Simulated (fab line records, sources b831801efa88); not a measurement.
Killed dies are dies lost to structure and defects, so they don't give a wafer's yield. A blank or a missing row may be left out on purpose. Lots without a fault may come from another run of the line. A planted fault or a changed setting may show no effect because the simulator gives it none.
Which tool did it? | flow sky130 | 11 lots, 32 wafers sampled, at 3 steps of a route of 708

WHAT THE GAUGES READ, wafer by wafer
SKY_METAL2_RS_MEAS_05: measures by four-point-probe. Usual: METAL2_ALCU_RS 0.1270 ohm/sq, standard deviation 0.0013.
lot  | measured     | on            | METAL2_ALCU_RS (ohm/sq) | flag
L324 | day 33 22:53 | film_metro-02 | 0.1247 0.1249 0.1241    |
L326 | day 34 12:46 | film_metro-04 | 0.1276 0.1270 0.1280    |
L328 | day 35 04:52 | film_metro-04 | 0.1263 0.1270 0.1280    |
L330 | day 36 04:15 | film_metro-03 | 0.1278 0.1291 0.1284    |
L331 | day 36 09:53 | film_metro-03 | 0.1265 0.1250 0.1246    |
L333 | day 37 02:18 | film_metro-02 | 0.1253 0.1269 0.1256    |
L334 | day 37 05:07 | film_metro-03 | 0.1268 0.1268 0.1264    |
L343 | day 39 21:06 | film_metro-02 | 0.1266 0.1267           |
L345 | day 40 15:38 | film_metro-03 | 0.1261 0.1255 0.1255    |
L346 | day 40 21:49 | film_metro-03 | 0.1274 0.1266 0.1270    |
L347 | day 41 00:05 | film_metro-02 | 0.1258 0.1265 0.1269    |

WHICH TOOL RAN EACH LOT (tool, then ch and the chambers of the sampled wafers, then the start)
lot  | SKY_METAL1_STRIP_20                  | SKY_METAL2_SPUTTER_00
L324 | plasma_asher-03 ch 0,1, day 32 16:37 | pvd_sputter-01, day 33 22:41
L326 | plasma_asher-03 ch 0,1, day 33 07:58 | pvd_sputter-02, day 34 12:37
L328 | plasma_asher-03 ch 0,1, day 33 22:35 | pvd_sputter-01, day 35 04:42
L330 | plasma_asher-04 ch 0,1, day 34 22:34 | pvd_sputter-01, day 36 04:07
L331 | plasma_asher-03 ch 0,1, day 35 04:25 | pvd_sputter-02, day 36 09:44
L333 | plasma_asher-04 ch 0,1, day 35 21:46 | pvd_sputter-03, day 37 02:10
L334 | plasma_asher-04 ch 0,1, day 36 00:23 | pvd_sputter-01, day 37 04:57
L343 | plasma_asher-04 ch 0,1, day 38 17:39 | pvd_sputter-03, day 39 20:54
L345 | plasma_asher-04 ch 0,1, day 39 12:05 | pvd_sputter-02, day 40 15:26
L346 | plasma_asher-04 ch 0,1, day 39 19:16 | pvd_sputter-02, day 40 21:40
L347 | plasma_asher-03 ch 0,1, day 39 21:50 | pvd_sputter-03, day 40 23:56
- SKY_METAL1_STRIP_20: strips in O2/N2.
- SKY_METAL2_SPUTTER_00: material Ti, target thk 15 nm, time 10 s.

WHAT THE TOOLS THEMSELVES READ (means of the sampled wafers that have a number; where no wafer has one, the mark that the record gives instead)
SKY_METAL1_STRIP_20. Usual: drypump_motor_current_A 5.6 A, standard deviation 0.58; n2_flow_sccm 300.0 sccm, standard deviation 0.97; oes_product_au 0.344 a.u., standard deviation 0.0044; strip_time_to_endpoint_s 2.713 s, standard deviation 0.03.
lot  | tool            | drypump_motor_current_A (A) | n2_flow_sccm (sccm) | oes_product_au (a.u.) | strip_time_to_endpoint_s (s) | flag
L324 | plasma_asher-03 | 6.4                         | 299.6               | 0.345                 | 2.711                        |
L326 | plasma_asher-03 | 6.2                         | 298.8               | 0.344                 | 2.705                        |
L328 | plasma_asher-03 | 6.4                         | 300.0               | 0.345                 | 2.682                        |
L330 | plasma_asher-04 | 5.2                         | 299.5               | 0.346                 | 2.746                        |
L331 | plasma_asher-03 | 6.1                         | 301.1               | 0.342                 | 2.698                        |
L333 | plasma_asher-04 | 5.2                         | 299.5               | 0.343                 | 2.731                        |
L334 | plasma_asher-04 | 5.1                         | 301.3               | 0.346                 | 2.746                        |
L343 | plasma_asher-04 | 5.2                         | 300.1               | 0.343                 | 2.721                        |
L345 | plasma_asher-04 | 5.2                         | 299.6               | 0.342                 | 2.711                        |
L346 | plasma_asher-04 | 5.1                         | 300.0               | 0.344                 | 2.696                        |
L347 | plasma_asher-03 | 6.2                         | 300.1               | 0.345                 | 2.679                        |

SKY_METAL2_SPUTTER_00. Usual: throttle_valve_pct 30.2 %, standard deviation 0.91.
lot  | tool           | throttle_valve_pct (%) | flag
L324 | pvd_sputter-01 | 30.2                   |
L326 | pvd_sputter-02 | 29.9                   |
L328 | pvd_sputter-01 | 30.0                   |
L330 | pvd_sputter-01 | 29.5                   |
L331 | pvd_sputter-02 | 29.9                   |
L333 | pvd_sputter-03 | 30.2                   |
L334 | pvd_sputter-01 | 30.0                   |
L343 | pvd_sputter-03 | 29.6                   |
L345 | pvd_sputter-02 | 29.5                   |
L346 | pvd_sputter-02 | 29.5                   |
L347 | pvd_sputter-03 | 30.6                   |

THE ANSWER, worked out from the rows above alone
Rule: a lot is off if the mean of its wafers that have a number lies more than 3 standard deviations from the usual mean. A lot without any number at a reading at which 4 lots or more have one is off too. The other lots that the step has rows for count as sound. The gauges are gone through in route order, then the tools' own readings, and for those a lot's mean is taken as printed above. The first step at which some lot is off is used, and at that step the reading that is off furthest; a lot without a number counts as furthest.
No lot is off at any reading shown: from this, nothing can be told.

WHAT THE SIMULATOR HAD PUT IN
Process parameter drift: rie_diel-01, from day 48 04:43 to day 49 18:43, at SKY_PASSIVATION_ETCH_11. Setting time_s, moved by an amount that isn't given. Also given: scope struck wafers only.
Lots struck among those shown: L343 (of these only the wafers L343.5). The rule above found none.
